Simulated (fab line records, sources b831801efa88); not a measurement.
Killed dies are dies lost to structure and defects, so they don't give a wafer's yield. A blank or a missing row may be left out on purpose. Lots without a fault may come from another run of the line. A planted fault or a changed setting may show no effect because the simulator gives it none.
Which tool did it? | flow sfq_line | 7 lots, 21 wafers sampled, at 6 steps of a route of 325

WHAT THE GAUGES READ, wafer by wafer
SFQ_I7_BOW_MEAS_946.
lot  | measured     | on            | I7_BOW (um)
L319 | day 77 15:16 | film_metro-04 | 5 5 20
L321 | day 77 20:20 | film_metro-04 | 1 16 7
L325 | day 81 19:34 | film_metro-03 | 2 14 9
L330 | day 84 05:35 | film_metro-03 | 22 14 29
L333 | day 84 20:19 | film_metro-04 | -23 -27 -25
L336 | day 85 08:17 | film_metro-01 | 18 17 15
L341 | day 86 06:09 | film_metro-01 | 15 11 19

WHICH TOOL RAN EACH LOT (tool, then ch and the chambers of the sampled wafers, then the start)
lot  | SFQ_TRILAYER_I5_STRIP_STRIP_148   | SFQ_TRILAYER_I6_CMP_CMP_166   | SFQ_TRILAYER_I6_METRO_MEASURE_167 | SFQ_TRILAYER_I6_VIA_ETCH_VIA_ETCH_172 | SFQ_TRILAYER_M7_BARC_OPEN_METAL_ETCH_229
L319 | rie_metal-01 ch 0,1, day 62 13:09 | cmp-02 ch 1,2, day 72 09:38   | film_metro-03, day 72 12:39       | rie_diel-04 ch 0,1, day 77 01:20      | rie_metal-04 ch 0,1, day 77 06:39
L321 | rie_metal-03 ch 0,1, day 62 17:57 | cmp-02 ch 0,1,3, day 72 16:02 | film_metro-01, day 72 18:46       | rie_diel-01 ch 1,2, day 77 04:56      | rie_metal-04 ch 0,1, day 77 11:27
L325 | rie_metal-03 ch 1, day 64 05:31   | cmp-01 ch 2,3, day 73 07:08   | film_metro-02, day 73 10:10       | rie_diel-01 ch 0,2,3, day 77 23:28    | rie_metal-03 ch 0,1, day 81 15:31
L330 | rie_metal-01 ch 0,1, day 66 12:03 | cmp-01 ch 1,2,3, day 76 00:46 | film_metro-03, day 76 02:47       | rie_diel-04 ch 0,1,3, day 80 01:01    | rie_metal-01 ch 0,1, day 84 01:22
L333 | rie_metal-03 ch 0,1, day 66 23:44 | cmp-02 ch 1,2,3, day 76 16:14 | film_metro-01, day 76 18:33       | rie_diel-04 ch 0,2,3, day 80 10:37    | rie_metal-01 ch 0, day 84 13:22
L336 | rie_metal-03 ch 0,1, day 67 16:40 | cmp-02 ch 0,1,3, day 77 06:44 | film_metro-02, day 77 09:21       | rie_diel-04 ch 0,1,3, day 80 23:56    | rie_metal-01 ch 0, day 84 22:56
L341 | rie_metal-03 ch 0,1, day 69 09:26 | cmp-01 ch 0,1,3, day 78 10:04 | film_metro-02, day 78 13:23       | rie_diel-04 ch 1,2,3, day 82 04:44    | rie_metal-01 ch 1, day 85 16:13
- SFQ_TRILAYER_I5_STRIP_STRIP_148: strips in O2.
- SFQ_TRILAYER_I6_CMP_CMP_166: polishes SiO2.
- SFQ_TRILAYER_I6_METRO_MEASURE_167
- SFQ_TRILAYER_I6_VIA_ETCH_VIA_ETCH_172: etches SiO2 in CHF3, stops on Nb, target depth 260 nm.
- SFQ_TRILAYER_M7_BARC_OPEN_METAL_ETCH_229: etches BARC in O2, target depth 125 nm, time 41.7 s.

THE ANSWER, worked out from the rows above alone
Rule: what is usual is taken from the lots themselves. Put in order of their means at a reading, lots are off if they are a third of the lots or fewer, leave a main group of 4 or more, and stand apart from it by a gap of 3 or more times the standard deviation of the main group's means; of several such gaps the widest counts. A main group whose means are all the same, to the digits that the tables above print for the reading, isn't used. A lot without any number at a reading at which 4 lots or more have one is off too. The other lots that the step has rows for count as sound.
Off: L333, at SFQ_I7_BOW_MEAS_946 (I7_BOW). The main group: mean 13 um, standard deviation 5.
A tool fits if, at a process step before that reading, it ran every lot that is off, and no sound lot after the first of them. The gauges at SFQ_I7_BOW_MEAS_946 are tried like those tools. Can't be told from this: 2 tools fit, film_metro-01 at SFQ_TRILAYER_I6_METRO_MEASURE_167, film_metro-04 at SFQ_I7_BOW_MEAS_946.

WHAT THE SIMULATOR HAD PUT IN
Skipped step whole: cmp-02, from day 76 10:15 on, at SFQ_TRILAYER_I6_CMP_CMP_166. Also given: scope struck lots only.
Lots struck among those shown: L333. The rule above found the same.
